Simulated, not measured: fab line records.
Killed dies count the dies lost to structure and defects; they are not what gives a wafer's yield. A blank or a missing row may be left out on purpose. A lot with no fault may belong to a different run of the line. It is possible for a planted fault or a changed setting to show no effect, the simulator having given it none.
fab line records | flow gf180mcu
record lots=6 wafers=18 last-day=34
route steps=602 shown V2@396 M3@409
lots with no fault: from the same line, run without faults
start-h: the number of hours between the record's first day and the start of the first shown wafer of the lot | wait-h: hours from the lot's prior step to this one | " same as the row above | L1.1+2: a row that stands for several wafers | - no value, or no start given | * or withheld: withheld | < > ~ a bound
route shown NAME@n: NAME is a module with steps in the file, n the number in the route of the first one | usual: the fault-free wafers' mean and standard deviation | same: alike in all rows | chamber/n: place in a boat | sites: readings site by site | _std_site: their standard deviation | _edge_site: mean of outer sites minus mean of inner sites | radius-mm: for every site, how far away it sits from the centre of the wafer | mask NAME#n: copy n | behind: the tool/chamber that last shaped the wafer | hold: cause of the lot's hold/its duration in hours/its outcome | device: the transistor (n, p or np) that didn't switch | end of line: the same wafers' tests at the end of the route | where a step has no rows: the recipe by itself | killed: count of dies lost to structure and defects at first sort (not the wafer's yield) | map: a wafer's dies, marking killed ones x, the rest . and places with no die _
set.NAME: setting as actually run; set.NAME@STEP: the setting as run at that earlier step | model.NAME: the simulator's own value behind a step, which no gauge read
a table for each step, a row for each wafer; lots at some steps of the route
services: a tool's chamber out of use, with start hour (start-h, from the record's first day; less than 0 if before it), hours out, and reason
## steps
# step GF_V2_CD_MEAS_14
# recipe target-cd-nm=260
# usual cd-nm=259.4/1.3
# columns lot.wafer tool chamber start-h wait-h cd-nm
L277.2 cd-sem-02 - 492.02 0.1 259.5
L277.3 " - " " 259.6
L277.4 " - " " 258.5
L281.4 cd-sem-01 - 522.56 0.1 259.3
L281.5 " - " " 259.8
L281.6 " - " " 259.7
L288.2 cd-sem-01 - 584.71 0.1 257.8
L288.4 " - " " 257.4
L288.5 " - " " 258.6
L289.1 cd-sem-01 - 590.64 0.1 256.8
L289.2 " - " " 257.6
L289.3 " - " " 257.9
L295.1 cd-sem-01 - 640.45 0.1 260.4
L295.3 " - " " 259.0
L295.6 " - " " 260.7
L294.1 cd-sem-02 - 649.20 0.1 260.7
L294.3 " - " " 261.3
L294.4 " - " " 260.0
# step GF_V2_OVL_MEAS_15
# usual V2_OVL=4/5.2
# columns lot.wafer tool chamber start-h wait-h V2_OVL[nm]
L277.2 overlay-02 - 492.13 0.1 10
L277.3 " - " " -1
L277.4 " - " " 1
L281.4 overlay-02 - 522.64 0.1 -7
L281.5 " - " " 1
L281.6 " - " " -1
L288.2 overlay-01 - 584.82 0.1 0
L288.4 " - " " -6
L288.5 " - " " -3
L289.1 overlay-02 - 590.76 0.1 7
L289.2 " - " " 11
L289.3 " - " " 4
L295.1 overlay-01 - 640.57 0.1 -2
L295.3 " - " " -2
L295.6 " - " " -5
L294.1 overlay-01 - 649.32 0.1 13
L294.3 " - " " 12
L294.4 " - " " 6
# step GF_V2_ETCH_16
# recipe chemistry=N2/H2 target-depth-a=withheld overetch-a=withheld time-s=withheld target=BARC ion-energy-ev=200 source-w=500 bias-w=100 pressure-mtorr=30 n2-flow-sccm=100 h2-flow-sccm=200
# usual bias-w=99.98/0.3 drypump-motor-current-A=5.7/0.59 h2-flow-sccm=200.0/0.57 oes-product-au=0.854/0.0048 throttle-valve-pct=13.225/0.0096
# columns lot.wafer tool chamber start-h wait-h bias-w drypump-motor-current-A h2-flow-sccm oes-product-au throttle-valve-pct
L277.2 rie-diel-03 2 492.16 0.0 99.72 5.4 200.1 0.854 13.234
L277.3 " 1 " " 99.67 6.7 200.6 0.854 13.222
L277.4 " 3 " " 99.89 5.1 199.6 0.857 13.230
L281.4 rie-diel-04 1 522.66 0.0 99.72 5.4 201.1 0.853 13.229
L281.5 " 3 " " 100.30 6.0 199.7 0.857 13.232
L281.6 " 2 " " 99.76 6.0 199.5 0.856 13.217
L288.2 rie-diel-01 3 584.85 0.0 99.57 4.9 199.8 0.851 13.242
L288.4 " 1 " " 99.99 6.5 199.6 0.851 13.229
L288.5 " 2 " " 100.06 5.5 199.2 0.852 13.225
L289.1 rie-diel-01 2 590.80 0.0 100.35 5.5 199.7 0.847 13.246
L289.2 " 3 " " 100.16 4.9 199.3 0.852 13.225
L289.3 " 1 " " 100.18 6.5 200.3 0.857 13.222
L295.1 rie-diel-03 3 640.61 0.0 100.21 5.2 200.5 0.850 13.220
L295.3 " 0 " " 100.60 4.8 199.3 0.857 13.223
L295.6 " 3 " " 100.28 5.2 200.3 0.856 13.226
L294.1 rie-diel-03 0 649.36 0.0 99.82 4.8 200.5 0.851 13.219
L294.3 " 2 " " 99.83 5.3 200.3 0.860 13.228
L294.4 " 1 " " 99.97 6.8 199.6 0.854 13.238
# step GF_V2_ETCH_17
# recipe chemistry=C4F8/O2/Ar mask-material=KrF target=SiO2 stop-on=TiN source-w=1500 bias-w=1200 pressure-mtorr=40 c4f8-flow-sccm=withheld O2_flow_sccm=6 Ar_flow_sccm=300 time-s=withheld target-depth-a=6300
# usual bias-w=1201/3.7 oes-product-au=0.856/0.0042
# columns lot.wafer tool chamber start-h wait-h bias-w oes-product-au
L277.2 rie-diel-03 2 - - 1199 0.855
L277.3 " 1 " " 1198 0.854
L277.4 " 3 " " 1204 0.855
L281.4 rie-diel-04 1 - - 1201 0.859
L281.5 " 3 " " 1199 0.854
L281.6 " 2 " " 1205 0.855
L288.2 rie-diel-01 3 - - 1204 0.859
L288.4 " 1 " " 1202 0.853
L288.5 " 2 " " 1200 0.862
L289.1 rie-diel-01 2 - - 1195 0.863
L289.2 " 3 " " 1200 0.853
L289.3 " 1 " " 1203 0.851
L295.1 rie-diel-03 3 - - 1199 0.857
L295.3 " 0 " " 1198 0.860
L295.6 " 3 " " 1207 0.867
L294.1 rie-diel-03 0 - - 1203 0.853
L294.3 " 2 " " 1198 0.849
L294.4 " 1 " " 1207 0.853
# step GF_V2_STRIP_18
# recipe chemistry=O2/N2 power-w=1400 pressure-mtorr=1500 platen-temp-c=250 o2-flow-sccm=3000 n2-flow-sccm=300 overash-fraction=0.5
# usual drypump-motor-current-A=5.8/0.4 heater-power-w=306/14 oes-product-au=0.592/0.0047
# columns lot.wafer tool chamber start-h wait-h drypump-motor-current-A heater-power-w oes-product-au rf-hours-counter-h
L277.2 plasma-asher-01 1 492.29 - 5.5 277 0.589 7
L277.3 " 0 " " 6.0 295 0.590 -
L277.4 " 1 " " 5.5 288 0.595 -
L281.4 plasma-asher-02 0 522.82 - 5.2 314 0.596 -
L281.5 " 0 " " 5.2 319 0.595 -
L281.6 " 1 " " 5.8 327 0.589 -
L288.2 plasma-asher-01 0 584.98 - 6.0 300 0.602 17
L288.4 " 1 " " 5.5 280 0.592 -
L288.5 " 1 " " 5.5 291 0.593 -
L289.1 plasma-asher-01 1 590.93 - 5.5 287 0.586 18
L289.2 " 0 " " 6.0 303 0.587 18
L289.3 " 0 " " 6.0 292 0.592 -
L295.1 plasma-asher-01 1 640.74 - 5.5 295 0.587 24
L295.3 " 1 " " 5.5 287 0.596 -
L295.6 " 1 " " 5.5 290 0.591 -
L294.1 plasma-asher-03 0 649.49 - 5.9 308 0.590 84
L294.3 " 1 " " 6.6 308 0.596 -
L294.4 " 0 " " 5.9 313 0.588 -
# step GF_V2_STRIP_19
# recipe chemistry=post-etch-residue-remover time-s=1200 temp-c=72.5
# step GF_V2_CLEAN_20
# recipe chemistry=DIW dry=n2-spin
# step GF_V2_SPUTTER_21
# recipe material=Ti target-thk-nm=15 chamber-pressure-pa=5 power-w=2500 substrate-temp-c=200 time-s=80.02
# usual throttle-valve-pct=30.2/1.2
# columns lot.wafer tool chamber start-h wait-h throttle-valve-pct
L277.2 pvd-sputter-01 - 492.85 0.0 33.1
L277.3 " - " " 30.5
L277.4 " - " " 29.8
L281.4 pvd-sputter-04 - 523.32 0.0 30.9
L281.5 " - " " 29.5
L281.6 " - " " 28.5
L288.2 pvd-sputter-01 - 585.52 0.0 32.9
L288.4 " - " " 29.8
L288.5 " - " " 31.0
L289.1 pvd-sputter-04 - 591.46 0.0 28.9
L289.2 " - " " 29.6
L289.3 " - " " 28.2
L295.1 pvd-sputter-02 - 641.27 0.0 30.2
L295.3 " - " " 29.9
L295.6 " - " " 30.2
L294.1 pvd-sputter-02 - 650.02 0.0 30.1
L294.3 " - " " 30.1
L294.4 " - " " 28.6
# step GF_V2_SPUTTER_22
# recipe material=TiN target-thk-nm=10 chamber-pressure-pa=5 power-w=4000 time-s=40
# step GF_V2_CVD_23
# recipe material=W target-thk-nm=350 time-s=104.94 temp-c=400 pressure-torr=40
# usual heater-power-w=864/42
# columns lot.wafer tool chamber start-h wait-h heater-power-w
L277.2 cvd-w-01 1 492.95 0.0 900
L277.3 " 1 " " 919
L277.4 " 0 " " 794
L281.4 cvd-w-01 0 523.46 0.1 816
L281.5 " 0 " " 833
L281.6 " 1 " " 930
L288.2 cvd-w-01 0 585.62 0.0 830
L288.4 " 1 " " 917
L288.5 " 0 " " 831
L289.1 cvd-w-02 1 591.56 0.0 899
L289.2 " 0 " " 842
L289.3 " 0 " " 843
L295.1 cvd-w-01 0 641.37 0.0 800
L295.3 " 0 " " 827
L295.6 " 0 " " 831
L294.1 cvd-w-02 0 650.12 0.0 842
L294.3 " 0 " " 848
L294.4 " 1 " " 882
# step GF_V2_RS_MEAS_24
# recipe thk-meas-gauge=four-point-probe reads=W_of_V2_CVD_23+TiN_of_V2_SPUTTER_22+Ti_of_V2_SPUTTER_21
# usual V2_W_RS=0.327/0.0045
# columns lot.wafer tool chamber start-h wait-h V2_W_RS[ohm/sq]
L277.2 film-metro-02 - 493.08 0.1 0.327
L277.3 " - " " 0.324
L277.4 " - " " 0.322
L281.4 film-metro-03 - 523.59 0.1 0.321
L281.5 " - " " 0.320
L281.6 " - " " 0.325
L288.2 film-metro-01 - 585.75 0.1 0.323
L288.4 " - " " 0.328
L288.5 " - " " 0.324
L289.1 film-metro-03 - 591.68 0.1 0.331
L289.2 " - " " 0.332
L289.3 " - " " 0.329
L295.1 film-metro-03 - 641.48 0.1 0.323
L295.3 " - " " 0.322
L295.6 " - " " 0.320
L294.1 film-metro-01 - 650.23 0.1 0.328
L294.3 " - " " 0.327
L294.4 " - " " 0.330
# step GF_V2_THK_MEAS_25
# recipe thk-meas-gauge=xrf reads=W_of_V2_CVD_23
# usual V2_W_THK=346/5.2
# columns lot.wafer tool chamber start-h wait-h V2_W_THK[nm]
L277.2 film-metro-02 - 493.19 0.1 344
L277.3 " - " " 344
L277.4 " - " " 346
L281.4 film-metro-03 - 523.68 0.1 355
L281.5 " - " " 352
L281.6 " - " " 348
L288.2 film-metro-01 - 585.86 0.1 352
L288.4 " - " " 348
L288.5 " - " " 349
L289.1 film-metro-03 - 591.80 0.1 343
L289.2 " - " " 340
L289.3 " - " " 344
L295.1 film-metro-03 - 641.60 0.1 350
L295.3 " - " " 352
L295.6 " - " " 353
L294.1 film-metro-01 - 650.35 0.1 345
L294.3 " - " " 347
L294.4 " - " " 345
# step GF_V2_CMP_26
# recipe stop-on=SiO2 down-force-psi=3.5 platen-rpm=60 t-overpolish-s=15 target-thk-nm=0 pad-velocity-m-s=0.94248
# usual motor-current-A=10.4/0.86 overpolish-run-s=15.000/0.0099 time-to-endpoint-s=83/4.1
# columns lot.wafer tool chamber start-h wait-h motor-current-A overpolish-run-s time-to-endpoint-s
L277.2 cmp-02 3 493.24 0.0 10.9 15.015 80
L277.3 " 1 " " 11.9 15.008 86
L277.4 " 2 " " 10.5 15.002 87
L281.4 cmp-01 0 523.86 0.2 11.8 15.004 81
L281.5 " 1 " " 10.8 15.006 88
L281.6 " 2 " " 9.3 15.009 86
L288.2 cmp-01 1 585.91 0.0 10.8 15.008 83
L288.4 " 0 " " 11.8 0.041 129
L288.5 " 1 " " 11.1 15.000 81
L289.1 cmp-01 2 591.86 0.1 9.6 14.991 81
L289.2 " 3 " " 9.4 15.003 80
L289.3 " 0 " " 11.4 0.043 129
L295.1 cmp-01 1 641.71 0.1 10.8 14.995 83
L295.3 " 2 " " 9.8 15.000 82
L295.6 " 1 " " 10.9 15.015 87
L294.3 cmp-01 1 650.46 0.1 11.0 15.004 90
L294.1 " 2 " " 9.5 14.989 86
L294.4 " 3 " " 9.4 14.994 85
# step GF_M3_SPUTTER_00
# recipe material=Ti target-thk-nm=37.5 arriving-ion-energy-ev=80 substrate-temp-c=200 chamber-pressure-pa=2 power-w=4000 time-s=150
## services
# columns tool chamber start-h hours kind
rie-diel-01 1 471.25 6.5 repair
plasma-asher-02 - 471.54 1.0 repair
cvd-w-01 1 473.18 7.3 repair
rie-diel-04 0 475.95 10.2 repair
cmp-01 - 481.55 3.5 pm
cmp-01 - 497.84 1.7 repair
rie-diel-03 - 509.33 14.6 pm
plasma-asher-03 - 515.06 2.8 pm
pvd-sputter-02 - 517.10 1.7 repair
plasma-asher-02 - 517.99 1.1 repair
pvd-sputter-01 - 519.04 3.0 repair
rie-diel-01 1 524.34 11.8 repair
pvd-sputter-01 - 525.80 3.5 repair
pvd-sputter-01 - 525.99 3.7 repair
rie-diel-04 - 530.59 2.8 pm
rie-diel-01 0 548.48 6.1 repair
rie-diel-01 - 550.21 14.6 pm
cmp-01 - 550.66 3.8 repair
cvd-w-02 - 574.59 1.3 repair
rie-diel-04 1 580.13 2.0 repair
pvd-sputter-02 - 607.05 1.4 repair
rie-diel-03 3 613.62 12.3 repair
cmp-01 - 624.35 0.9 repair
rie-diel-01 - 628.29 4.3 pm
## key
first-sign step=GF_V2_CMP_26 reading=overpolish-run-s direction=down sigmas=99+ usual=15.000 struck=0.042
effect step=GF_V2_CMP_26 reading=time-to-endpoint-s direction=up sigmas=11 usual=* struck=*
met-at GF_V2_CMP_26
struck-wafers L288.4,L289.3
later-rows-left-out L288.4,L289.3
sort-left-out L288.4,L289.3
onset-between 523.86 585.91
fault kind=process-parameter-drift tool=cmp-01 chamber=- onset-h=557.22 steps=GF_V2_CMP_26 channel=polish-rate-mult offset=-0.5 shape=step end-h=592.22 scope=struck-wafers-only
# sort-left-out: the simulated sort isn't trusted on such a fault, so these wafers' sort isn't shown, and their yield isn't known
# later-rows-left-out: the simulator's readings of these wafers behind a module that went badly wrong aren't trusted and aren't shown, but for the sort
